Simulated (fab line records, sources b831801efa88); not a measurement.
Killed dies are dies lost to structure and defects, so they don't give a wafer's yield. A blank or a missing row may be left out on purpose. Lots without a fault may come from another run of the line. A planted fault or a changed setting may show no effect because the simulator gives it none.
Which tool did it? | flow gf180mcu | 12 lots, 36 wafers sampled, at 5 steps of a route of 602

WHAT THE GAUGES READ, wafer by wafer
GF_V3_OVL_MEAS_15. Usual: V3_OVL 0 nm, standard deviation 5.6.
lot  | measured     | on         | V3_OVL (nm) | flag
L153 | day 22 10:04 | overlay-02 | -6 3 -12    |
L157 | day 24 01:41 | overlay-01 | 0 -2 3      |
L159 | day 24 19:26 | overlay-02 | 2 -11 1     |
L160 | day 25 09:08 | overlay-01 | 6 12 12     |
L162 | day 25 16:25 | overlay-01 | -8 -9 1     |
L164 | day 26 09:46 | overlay-02 | -3 -6 0     |
L167 | day 26 23:10 | overlay-01 | 2 -1 1      |
L171 | day 28 03:02 | overlay-01 | 3 4 -3      |
L172 | day 28 13:50 | overlay-02 | 5 -3 -12    |
L174 | day 28 23:59 | overlay-01 | 0 3 -2      |
L175 | day 29 07:52 | overlay-02 | 4 11 -1     |
L176 | day 29 16:20 | overlay-02 | 5 -5 1      |

GF_M4_RS_MEAS_05: measures by four-point-probe. Usual: M4_ALCU_RS 0.0696 ohm/sq, standard deviation 0.00094.
lot  | measured     | on            | M4_ALCU_RS (ohm/sq)  | flag
L153 | day 22 11:44 | film_metro-03 | 0.0699 0.0689 0.0695 |
L157 | day 24 03:25 | film_metro-02 | 0.0688 0.0698 0.0691 |
L159 | day 24 21:02 | film_metro-03 | 0.0684 0.0685 0.0692 |
L160 | day 25 10:47 | film_metro-01 | 0.0689 0.0702 0.0691 |
L162 | day 25 18:04 | film_metro-02 | 0.0695 0.0692 0.0686 |
L164 | day 26 11:23 | film_metro-01 | 0.0701 0.0701 0.0719 |
L167 | day 27 00:56 | film_metro-02 | 0.0693 0.0714 0.0699 |
L171 | day 28 04:40 | film_metro-01 | 0.0711 0.0702 0.0714 |
L172 | day 28 15:28 | film_metro-02 | 0.0703 0.0694 0.0700 |
L174 | day 29 01:36 | film_metro-03 | 0.0689 0.0690 0.0689 |
L175 | day 29 09:28 | film_metro-02 | 0.0710 0.0701 0.0708 |
L176 | day 29 17:56 | film_metro-02 | 0.0701 0.0689 0.0683 |

WHICH TOOL RAN EACH LOT (tool, then ch and the chambers of the sampled wafers, then the start)
lot  | GF_V3_COAT_09                     | GF_V3_STRIP_18                       | GF_M4_SPUTTER_00
L153 | litho_track-04 ch 0, day 21 22:00 | plasma_asher-01 ch 0,1, day 22 10:13 | pvd_sputter-03, day 22 11:31
L157 | litho_track-02 ch 0, day 23 13:00 | plasma_asher-04 ch 0,1, day 24 01:52 | pvd_sputter-04, day 24 03:11
L159 | litho_track-02 ch 0, day 24 08:00 | plasma_asher-04 ch 1, day 24 19:36   | pvd_sputter-01, day 24 20:49
L160 | litho_track-03 ch 0, day 24 22:00 | plasma_asher-02 ch 0,1, day 25 09:17 | pvd_sputter-01, day 25 10:34
L162 | litho_track-04 ch 0, day 25 05:00 | plasma_asher-04 ch 0,1, day 25 16:34 | pvd_sputter-03, day 25 17:51
L164 | litho_track-03 ch 0, day 26 00:00 | plasma_asher-02 ch 0,1, day 26 09:55 | pvd_sputter-01, day 26 11:09
L167 | litho_track-03 ch 0, day 26 13:00 | plasma_asher-04 ch 0,1, day 26 23:19 | pvd_sputter-01, day 27 00:43
L171 | litho_track-04 ch 0, day 27 17:00 | plasma_asher-04 ch 0,1, day 28 03:12 | pvd_sputter-03, day 28 04:27
L172 | litho_track-04 ch 0, day 28 03:00 | plasma_asher-01 ch 0,1, day 28 13:59 | pvd_sputter-03, day 28 15:13
L174 | litho_track-02 ch 0, day 28 14:00 | plasma_asher-01 ch 0,1, day 29 00:08 | pvd_sputter-01, day 29 01:23
L175 | litho_track-02 ch 0, day 28 21:00 | plasma_asher-02 ch 0,1, day 29 08:01 | pvd_sputter-04, day 29 09:15
L176 | litho_track-03 ch 0, day 29 07:00 | plasma_asher-04 ch 0,1, day 29 16:29 | pvd_sputter-03, day 29 17:43
- GF_V3_COAT_09: resist thk 1000 nm.
- GF_V3_STRIP_18: strips in O2/N2.
- GF_M4_SPUTTER_00: material Ti, target thk 37.5 nm, time 150 s.

WHAT THE TOOLS THEMSELVES READ (means of the sampled wafers that have a number; where no wafer has one, the mark that the record gives instead)
GF_V3_STRIP_18. Usual: chamber_pressure_mTorr 1500.3 mTorr, standard deviation 1.3; drypump_motor_current_A 5.7 A, standard deviation 0.49; heater_power_w 341 W, standard deviation 31; oes_product_au 0.594 a.u., standard deviation 0.005; platen_temp_c 249.98 C, standard deviation 0.17.
lot  | tool            | chamber_pressure_mTorr (mTorr) | drypump_motor_current_A (A) | heater_power_w (W) | oes_product_au (a.u.) | platen_temp_c (C) | flag
L153 | plasma_asher-01 | 1499.8                         | 5.5                         | 374                | 0.592                 | 249.97            |
L157 | plasma_asher-04 | 1501.1                         | 5.8                         | 318                | 0.592                 | 250.10            |
L159 | plasma_asher-04 | 1500.4                         | 6.1                         | 310                | 0.593                 | 250.09            |
L160 | plasma_asher-02 | 1501.4                         | 6.1                         | 323                | 0.592                 | 249.99            |
L162 | plasma_asher-04 | 1500.8                         | 5.5                         | 338                | 0.593                 | 249.91            |
L164 | plasma_asher-02 | 1500.3                         | 6.0                         | 350                | 0.595                 | 249.99            |
L167 | plasma_asher-04 | 1498.5                         | 5.5                         | 329                | 0.591                 | 249.82            |
L171 | plasma_asher-04 | 1500.5                         | 5.8                         | 324                | 0.565                 | 249.90            | OFF
L172 | plasma_asher-01 | 1500.5                         | 5.1                         | 378                | 0.564                 | 250.11            | OFF
L174 | plasma_asher-01 | 1498.2                         | 5.5                         | 376                | 0.594                 | 250.09            |
L175 | plasma_asher-02 | 1499.6                         | 6.1                         | 328                | 0.595                 | 250.04            |
L176 | plasma_asher-04 | 1501.3                         | 5.5                         | 336                | 0.591                 | 250.00            |

GF_M4_SPUTTER_00. Usual: cathode_dc_power_W 4000.0 W, standard deviation 0.7; throttle_valve_pct 29.6 %, standard deviation 1.
lot  | tool           | cathode_dc_power_W (W) | throttle_valve_pct (%) | flag
L153 | pvd_sputter-03 | 4000.4                 | 29.5                   |
L157 | pvd_sputter-04 | 3999.8                 | 29.6                   |
L159 | pvd_sputter-01 | 3999.8                 | 29.0                   |
L160 | pvd_sputter-01 | 4000.2                 | 29.1                   |
L162 | pvd_sputter-03 | 3999.3                 | 30.2                   |
L164 | pvd_sputter-01 | 4000.1                 | 28.8                   |
L167 | pvd_sputter-01 | 4000.2                 | 29.4                   |
L171 | pvd_sputter-03 | 4000.3                 | 30.0                   |
L172 | pvd_sputter-03 | 3999.8                 | 30.7                   |
L174 | pvd_sputter-01 | 3999.6                 | 28.9                   |
L175 | pvd_sputter-04 | 3999.6                 | 29.0                   |
L176 | pvd_sputter-03 | 4000.6                 | 29.8                   |

THE ANSWER, worked out from the rows above alone
Rule: a lot is off if the mean of its wafers that have a number lies more than 3 standard deviations from the usual mean. A lot without any number at a reading at which 4 lots or more have one is off too. The other lots that the step has rows for count as sound. The gauges are gone through in route order, then the tools' own readings, and for those a lot's mean is taken as printed above. The first step at which some lot is off is used, and at that step the reading that is off furthest; a lot without a number counts as furthest.
Off: L171, L172, at GF_V3_STRIP_18 (oes_product_au).
A tool fits if, at that step or a process step before it, it ran every lot that is off, and no sound lot after the first of them. One fits: litho_track-04 at GF_V3_COAT_09. Its last sound lot is L162 (day 25 05:00), its first lot that is off L171 (day 27 17:00): a fault that began between those two fits.

WHAT THE SIMULATOR HAD PUT IN
Process parameter drift: litho_track-04, from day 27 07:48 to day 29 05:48, at GF_V3_COAT_09. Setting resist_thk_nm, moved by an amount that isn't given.
Lots struck among those shown: L171, L172. The rule above found the same.
